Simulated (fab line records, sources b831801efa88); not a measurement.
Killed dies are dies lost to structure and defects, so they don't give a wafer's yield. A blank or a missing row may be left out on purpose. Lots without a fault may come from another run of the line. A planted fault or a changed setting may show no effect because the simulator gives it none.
A struck lot beside a sound one | flow sky130 | 16 steps out of a route of 708
Sound: wafers L783.1, L783.3, L783.5. Struck: wafer L792.1. (L792.2, L792.3 of the same lot were not struck and are left out.) The cause comes at the end.
At each step with rows: each side's tool, then ch and its chambers, then its first start. Under that, the readings that differ: sound wafers | struck wafers | difference of the means | sigmas: that difference in standard deviations of wafers without a fault.
alike: readings whose means differ by less than 2 such deviations, and words and numbers that are the same on both sides. not compared: withheld readings, readings that some wafer has no value for, bounds like >300 that may hide the same value, and numbers for which the record gives no deviation and whose values overlap.
The two part at a step that has a row with sigmas, a row that says differs or no value, or rows on one side only. Numbers that don't overlap but have no deviation are shown without sigmas and don't part them. A reading that every wafer of one side lacks parts them only if that side has two wafers or more.

SKY_POLY_GATE_THK_MEAS_04:
  sound on film_metro-01, day 16 05:31; struck on film_metro-03, day 20 04:07
  alike: POLY_GATE_CVD_03_THK
then, 8 steps without rows for these wafers: SKY_POLY_GATE_DEHYDRATE_05 (time 60 s); SKY_POLY_GATE_HMDS_06 (prime time 60 s); SKY_POLY_GATE_COAT_07 (resist thk 110 nm); SKY_POLY_GATE_COAT_08 (resist thk 450 nm); SKY_POLY_GATE_SOFTBAKE_09 (time 90 s); SKY_POLY_GATE_EXPOSE_10 (exposes mask P1M, target cd 150 nm); SKY_POLY_GATE_PEB_11; SKY_POLY_GATE_DEVELOP_12 (develop time 60 s).
SKY_POLY_GATE_CD_MEAS_13: target cd 150 nm.
  sound on cd_sem-01, day 17 10:01; struck on cd_sem-02, day 21 10:38
  alike: cd_nm
SKY_POLY_GATE_OVL_MEAS_14:
  sound on overlay-01, day 17 10:08; struck on overlay-02, day 21 10:45
  alike: POLY_GATE_OVL
SKY_POLY_GATE_ETCH_15: etches BARC in N2/H2, stops on SiO2, time 118.5 s, target depth 110 nm.
  sound on rie_diel-01 ch 1,2,3, day 17 10:10; struck on rie_diel-01 ch 2, day 21 10:47
  alike: bias_w, drypump_motor_current_A, n2_flow_sccm, oes_product_au, throttle_valve_pct
  not compared: rf_hours_counter_h
SKY_POLY_GATE_ETCH_16: etches Si3N4 in CH3F/O2, stops on poly-Si, time 147.5 s, target depth 75 nm.
  sound on rie_diel-01 ch 1,2,3, day 17 10:15; struck on rie_diel-01 ch 2, day 21 10:52
  reading                                          | sound             | struck | difference | sigmas
  bias_w (W)                                       | 80.13 80.35 80.12 | 91.37  | +11.17     | +43
  model.KrF-thick_of_POLY_GATE_COAT_08.thk_nm (nm) | 233.4 234.1 236.2 | 224.4  | -10.2      |
  alike: drypump_motor_current_A, oes_product_au, throttle_valve_pct
  not compared: rf_hours_counter_h
SKY_POLY_GATE_ETCH_17: etches poly-Si in HBr/Cl2, stops on SiO2, target depth 180 nm, time 70.5 s.
  sound on rie_si-02 ch 1,2, day 17 10:21; struck on rie_si-01 ch 1, day 21 10:58
  reading                                          | sound         | struck | difference | sigmas
  model.KrF-thick_of_POLY_GATE_COAT_08.thk_nm (nm) | 137 140.8 144 | 132.5  | -8.1       |
  alike: bias_w, drypump_motor_current_A, oes_product_au, throttle_valve_pct
  not compared: rf_hours_counter_h
SKY_POLY_GATE_STRIP_18: strips in O2/N2.
  sound on plasma_asher-03 ch 1, day 17 10:24; struck on plasma_asher-03 ch 1, day 21 11:02
  reading                      | sound          | struck | difference | sigmas
  strip_time_to_endpoint_s (s) | 3.15 3.19 3.22 | 3.08   | -0.11      | -3
  alike: drypump_motor_current_A, n2_flow_sccm, oes_product_au
  not compared: rf_hours_counter_h
-- the record jumps here: 27 days lie between the struck wafers' starts before and after (it left off in module POLY_GATE and takes up again in module PAD_OPEN, whose first step shown is number 708 of the route) --
SKY_PAD_OPEN_PROBE_99:
  sound on prober-01, day 46 04:10; struck on prober-02, day 48 16:05
  reading            | sound    | struck | difference | sigmas
  killed_at_contacts | 30 23 29 | 14     | -13        | -3
  alike: killed_at_M0_to_M3, killed_at_M4_up, killed_at_front_end, killed_at_other, killed_dies, killed_open, killed_short

WHERE THEY PART
First at SKY_POLY_GATE_ETCH_16; last, within this record, at SKY_PAD_OPEN_PROBE_99.

WHY: what the simulator had put in
Process parameter drift: rie_diel-01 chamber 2, from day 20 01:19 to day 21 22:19, at SKY_POLY_GATE_ETCH_16. Setting bias_w, moved by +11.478, from 80. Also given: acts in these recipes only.
